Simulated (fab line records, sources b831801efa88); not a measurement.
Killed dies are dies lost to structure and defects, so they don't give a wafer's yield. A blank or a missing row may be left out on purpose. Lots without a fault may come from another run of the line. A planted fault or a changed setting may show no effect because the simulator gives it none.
Which tool did it? | flow sky130 | 12 lots, 36 wafers sampled, at 5 steps of a route of 708

WHAT THE GAUGES READ, wafer by wafer
SKY_RES_PROTECT_TW_MEAS_08.
lot  | measured     | on            | POLY_GATE_TW
L862 | day 15 19:28 | film_metro-03 | 4151 4140 4109
L865 | day 16 17:17 | film_metro-04 | 4044 4035 4023
L866 | day 17 02:44 | film_metro-04 | 4086 4079 4073
L867 | day 18 00:21 | film_metro-02 | 4042 4018 4035
L869 | day 18 03:11 | film_metro-04 | 4074 4077 4086
L873 | day 19 21:51 | film_metro-04 | 4080 4077 4095
L874 | day 20 03:41 | film_metro-03 | 4097 4080 4116
L875 | day 20 07:50 | film_metro-04 | 4075 4073 4064
L876 | day 20 16:02 | film_metro-04 | 4068 4056 4071
L877 | day 21 04:26 | film_metro-03 | 4093 4098 4101
L880 | day 22 02:21 | film_metro-02 | 4042 4065 4048
L881 | day 22 10:50 | film_metro-02 | 4053 4046 4037

SKY_LDD_N_OVL_MEAS_07.
lot  | measured     | on         | LDD_N_OVL (nm)
L862 | day 18 10:06 | overlay-02 | 0.8 -0.2 0.0
L865 | day 19 09:45 | overlay-01 | -0.7 -0.9 -1.8
L866 | day 19 21:14 | overlay-02 | -0.8 0.2 -0.8
L867 | day 20 18:21 | overlay-01 | 1.4 1.1 -0.2
L869 | day 20 20:36 | overlay-01 | -1.6 -0.8 -0.2
L873 | day 22 15:27 | overlay-01 | -0.6 0.1 -0.4
L874 | day 22 21:57 | overlay-01 | -1.1 -0.7 -2.4
L875 | day 23 00:59 | overlay-02 | -0.9 0.1 -1.4
L876 | day 23 09:59 | overlay-01 | -71.7 -72.1 -72.5
L877 | day 23 21:51 | overlay-02 | -70.1 -72.4 -72.9
L880 | day 24 20:06 | overlay-01 | -71.0 -70.1 -70.0
L881 | day 25 04:18 | overlay-01 | -70.8 -71.4 -73.1

WHICH TOOL RAN EACH LOT (tool, then ch and the chambers of the sampled wafers, then the start)
lot  | SKY_SONOS_ONO_STRIP_17               | SKY_POLY_GATE_ETCH_15              | SKY_LDD_N_EXPOSE_04
L862 | plasma_asher-02 ch 0,1, day 13 09:34 | rie_diel-02 ch 0,1,2, day 17 01:03 | iline_stepper-01 ch 0, day 17 19:40
L865 | plasma_asher-02 ch 0,1, day 14 05:13 | rie_diel-02 ch 1,2, day 18 01:27   | iline_stepper-02 ch 0, day 18 18:38
L866 | plasma_asher-01 ch 0,1, day 14 11:46 | rie_diel-04 ch 0,1,3, day 18 09:41 | iline_stepper-02 ch 0, day 19 05:15
L867 | plasma_asher-01 ch 0,1, day 14 22:55 | rie_diel-03 ch 1,2,3, day 19 09:33 | iline_stepper-01 ch 0, day 20 03:13
L869 | plasma_asher-01 ch 0,1, day 15 13:07 | rie_diel-02 ch 1,3, day 19 11:51   | iline_stepper-01 ch 0, day 20 05:35
L873 | plasma_asher-03 ch 0,1, day 17 00:51 | rie_diel-03 ch 1,2,3, day 21 06:36 | iline_stepper-02 ch 0, day 22 00:12
L874 | plasma_asher-02 ch 0,1, day 17 07:26 | rie_diel-02 ch 2,3, day 21 12:20   | iline_stepper-01 ch 0, day 22 06:22
L875 | plasma_asher-02 ch 0,1, day 17 10:55 | rie_diel-02 ch 1,2, day 21 15:42   | iline_stepper-01 ch 0, day 22 09:29
L876 | plasma_asher-02 ch 0,1, day 17 19:58 | rie_diel-04 ch 0,1,2, day 22 01:17 | iline_stepper-01 ch 0, day 22 18:21
L877 | plasma_asher-02 ch 0,1, day 18 08:07 | rie_diel-04 ch 0,2,3, day 22 12:59 | iline_stepper-01 ch 0, day 23 06:44
L880 | plasma_asher-03 ch 0,1, day 19 06:45 | rie_diel-04 ch 1,3, day 23 11:24   | iline_stepper-01 ch 0, day 24 05:26
L881 | plasma_asher-03 ch 0,1, day 19 16:52 | rie_diel-03 ch 2,3, day 23 20:26   | iline_stepper-01 ch 0, day 24 13:41
- SKY_SONOS_ONO_STRIP_17: strips in O2/N2.
- SKY_POLY_GATE_ETCH_15: etches BARC in N2/H2, stops on SiO2, time 118.5 s, target depth 110 nm.
- SKY_LDD_N_EXPOSE_04: exposes mask NTM, target cd 840 nm.

WHAT THE TOOLS THEMSELVES READ (means of the sampled wafers that have a number; where no wafer has one, the mark that the record gives instead)
SKY_SONOS_ONO_STRIP_17.
lot  | tool            | drypump_motor_current_A (A) | n2_flow_sccm (sccm) | oes_product_au (a.u.) | strip_time_to_endpoint_s (s)
L862 | plasma_asher-02 | 5.9                         | 300.8               | 0.711                 | 14.11
L865 | plasma_asher-02 | 6.1                         | 300.6               | 0.708                 | 14.06
L866 | plasma_asher-01 | 6.0                         | 300.6               | 0.714                 | 14.14
L867 | plasma_asher-01 | 6.0                         | 299.7               | 0.712                 | 14.11
L869 | plasma_asher-01 | 6.0                         | 300.5               | 0.711                 | 14.15
L873 | plasma_asher-03 | 5.2                         | 300.4               | 0.709                 | 14.05
L874 | plasma_asher-02 | 5.9                         | 302.2               | 0.709                 | 14.12
L875 | plasma_asher-02 | 6.1                         | 299.9               | 0.714                 | 14.12
L876 | plasma_asher-02 | 6.1                         | 299.7               | 0.709                 | 14.08
L877 | plasma_asher-02 | 5.9                         | 300.6               | 0.710                 | 14.07
L880 | plasma_asher-03 | 5.3                         | 300.3               | 0.708                 | 14.13
L881 | plasma_asher-03 | 5.2                         | 299.2               | 0.710                 | 14.07

SKY_POLY_GATE_ETCH_15.
lot  | tool        | bias_w (W) | drypump_motor_current_A (A) | n2_flow_sccm (sccm) | oes_product_au (a.u.) | throttle_valve_pct (%)
L862 | rie_diel-02 | 100.5      | 5.9                         | 99.9                | 0.717                 | 13.220
L865 | rie_diel-02 | 99.8       | 5.9                         | 100.1               | 0.717                 | 13.213
L866 | rie_diel-04 | 99.9       | 5.1                         | 100.3               | 0.717                 | 13.216
L867 | rie_diel-03 | 100.2      | 6.0                         | 100.3               | 0.715                 | 13.217
L869 | rie_diel-02 | 100.2      | 5.6                         | 100.1               | 0.721                 | 13.210
L873 | rie_diel-03 | 99.8       | 6.0                         | 99.9                | 0.715                 | 13.211
L874 | rie_diel-02 | 99.9       | 6.2                         | 100.0               | 0.715                 | 13.206
L875 | rie_diel-02 | 100.2      | 6.2                         | 100.1               | 0.713                 | 13.208
L876 | rie_diel-04 | 100.3      | 5.2                         | 100.4               | 0.717                 | 13.218
L877 | rie_diel-04 | 99.8       | 5.3                         | 100.1               | 0.716                 | 13.208
L880 | rie_diel-04 | 100.1      | 5.3                         | 99.8                | 0.720                 | 13.210
L881 | rie_diel-03 | 99.8       | 5.7                         | 100.0               | 0.715                 | 13.217

THE ANSWER, worked out from the rows above alone
Rule: what is usual is taken from the lots themselves. Put in order of their means at a reading, lots are off if they are a third of the lots or fewer, leave a main group of 4 or more, and stand apart from it by a gap of 3 or more times the standard deviation of the main group's means; of several such gaps the widest counts. A main group whose means are all the same, to the digits that the tables above print for the reading, isn't used. A lot without any number at a reading at which 4 lots or more have one is off too. The other lots that the step has rows for count as sound. The gauges are gone through in route order, then the tools' own readings, and for those a lot's mean is taken as printed above. The first step at which some lot is off is used, and at that step the reading that is off furthest; a lot without a number counts as furthest.
Off: L876, L877, L880, L881, at SKY_LDD_N_OVL_MEAS_07 (LDD_N_OVL). The main group: mean -0.5 nm, standard deviation 0.66.
A tool fits if, at a process step before that reading, it ran every lot that is off, and no sound lot after the first of them. The gauges at SKY_LDD_N_OVL_MEAS_07 are tried like those tools. One fits: iline_stepper-01 at SKY_LDD_N_EXPOSE_04. Its last sound lot is L875 (day 22 09:29), its first lot that is off L876 (day 22 18:21): a fault that began between those two fits.

WHAT THE SIMULATOR HAD PUT IN
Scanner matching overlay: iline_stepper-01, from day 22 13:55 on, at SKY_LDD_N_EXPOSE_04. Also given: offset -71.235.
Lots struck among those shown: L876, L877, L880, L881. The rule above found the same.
